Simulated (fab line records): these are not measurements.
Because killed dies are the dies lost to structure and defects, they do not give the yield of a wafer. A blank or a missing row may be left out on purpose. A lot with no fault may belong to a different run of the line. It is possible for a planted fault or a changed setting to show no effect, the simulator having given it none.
Which tool did it? -- flow sky130 -- 10 lots with 30 wafers sampled at 5 steps, on a route of 708 steps

== WHAT EACH GAUGE READ, for each wafer ==
SKY_VIA4_RS_MEAS_19: the measuring method here is four-point-probe.
lot,measured,on,VIA4_W_RS (ohm/sq)
L178,day 42 20:48,film-metro-03,0.2276 0.2285 0.2272
L179,day 43 07:22,film-metro-01,0.2245 0.2227 0.2249
L180,day 43 14:40,film-metro-02,0.2244 0.2240 0.2249
L183,day 44 08:07,film-metro-03,0.2243 0.2252 0.2276
L189,day 45 23:50,film-metro-03,0.2234 0.2246 0.2259
L190,day 46 07:08,film-metro-01,0.2245 0.2228 0.2237
L192,day 46 16:32,film-metro-02,0.2254 0.2234 0.2284
L193,day 46 23:19,film-metro-03,0.2263 0.2245 0.2265
L195,day 47 14:49,film-metro-03,0.2263 0.2226 0.2243
L200,day 48 16:15,film-metro-03,0.2225 0.2210 0.2240

== EACH LOT AND THE TOOL THAT RAN IT (in order: tool; ch and the chambers of the sampled wafers; start) ==
lot,SKY_CAPM_SPUTTER_02,SKY_CAP2M_STRIP_14,SKY_METAL4_METAL_ETCH_18,SKY_METAL4_STRIP_19
L178,"pvd-sputter-04, day 36 06:02","plasma-asher-03 ch 0,1, day 40 17:45","rie-metal-04 ch 1, day 41 19:19","plasma-asher-04 ch 0,1, day 41 19:30"
L179,"pvd-sputter-02, day 36 21:18","plasma-asher-03 ch 0,1, day 41 05:35","rie-metal-02 ch 1, day 42 05:55","plasma-asher-04 ch 0,1, day 42 06:16"
L180,"pvd-sputter-04, day 37 03:14","plasma-asher-03 ch 0,1, day 41 12:34","rie-metal-04 ch 1, day 42 13:25","plasma-asher-01 ch 0, day 42 13:35"
L183,"pvd-sputter-02, day 38 03:08","plasma-asher-02 ch 0,1, day 42 07:33","rie-metal-02 ch 0,1, day 43 07:47","plasma-asher-03 ch 0,1, day 43 07:58"
L189,"pvd-sputter-02, day 39 23:20","plasma-asher-03 ch 0,1, day 44 01:10","rie-metal-02 ch 0,1, day 45 00:22","plasma-asher-01 ch 0,1, day 45 00:32"
L190,"pvd-sputter-03, day 40 09:08","plasma-asher-01 ch 0,1, day 44 09:14","rie-metal-02 ch 0,1, day 45 08:08","plasma-asher-03 ch 0,1, day 45 08:19"
L192,"pvd-sputter-02, day 40 16:50","plasma-asher-03 ch 0, day 44 18:42","rie-metal-01 ch 0,1, day 45 17:25","plasma-asher-01 ch 0, day 45 17:35"
L193,"pvd-sputter-03, day 41 01:47","plasma-asher-01 ch 0,1, day 45 03:13","rie-metal-01 ch 1, day 46 01:13","plasma-asher-01 ch 0,1, day 46 01:23"
L195,"pvd-sputter-03, day 41 18:45","plasma-asher-01 ch 0,1, day 45 18:02","rie-metal-01 ch 0,1, day 46 15:52","plasma-asher-03 ch 0,1, day 46 16:02"
L200,"pvd-sputter-03, day 43 03:26","plasma-asher-03 ch 0,1, day 46 22:32","rie-metal-01 ch 0, day 47 19:13","plasma-asher-03 ch 0,1, day 47 19:34"
- SKY_CAPM_SPUTTER_02: material TiN, target thk 200 nm, time 166.7 s.
- SKY_CAP2M_STRIP_14: strips in O2/N2.
- SKY_METAL4_METAL_ETCH_18: etches the open film in Cl2/BCl3, stops on SiO2, target depth 845 nm, time 183.1 s.
- SKY_METAL4_STRIP_19: strips in O2/N2.

== THE ANSWER, worked out from the rows above alone ==
Rule: the lots themselves supply what counts as usual. The widest of any qualifying gaps counts: lots, ordered by their means at a reading, are off when they make up no more than a third of the lots, leave a main group of 4 or more, and stand apart from it by 3 or more times the standard deviation of that group's means. The tables above print the reading to a certain number of digits; a main group whose means all agree to those digits is not used. Also off: a lot with no number at a reading for which 4 or more lots have one. Any other lot the step has rows for is counted as sound.
None of the lots is off at any reading shown; this tells nothing.

== WHAT THE SIMULATOR PUT IN ==
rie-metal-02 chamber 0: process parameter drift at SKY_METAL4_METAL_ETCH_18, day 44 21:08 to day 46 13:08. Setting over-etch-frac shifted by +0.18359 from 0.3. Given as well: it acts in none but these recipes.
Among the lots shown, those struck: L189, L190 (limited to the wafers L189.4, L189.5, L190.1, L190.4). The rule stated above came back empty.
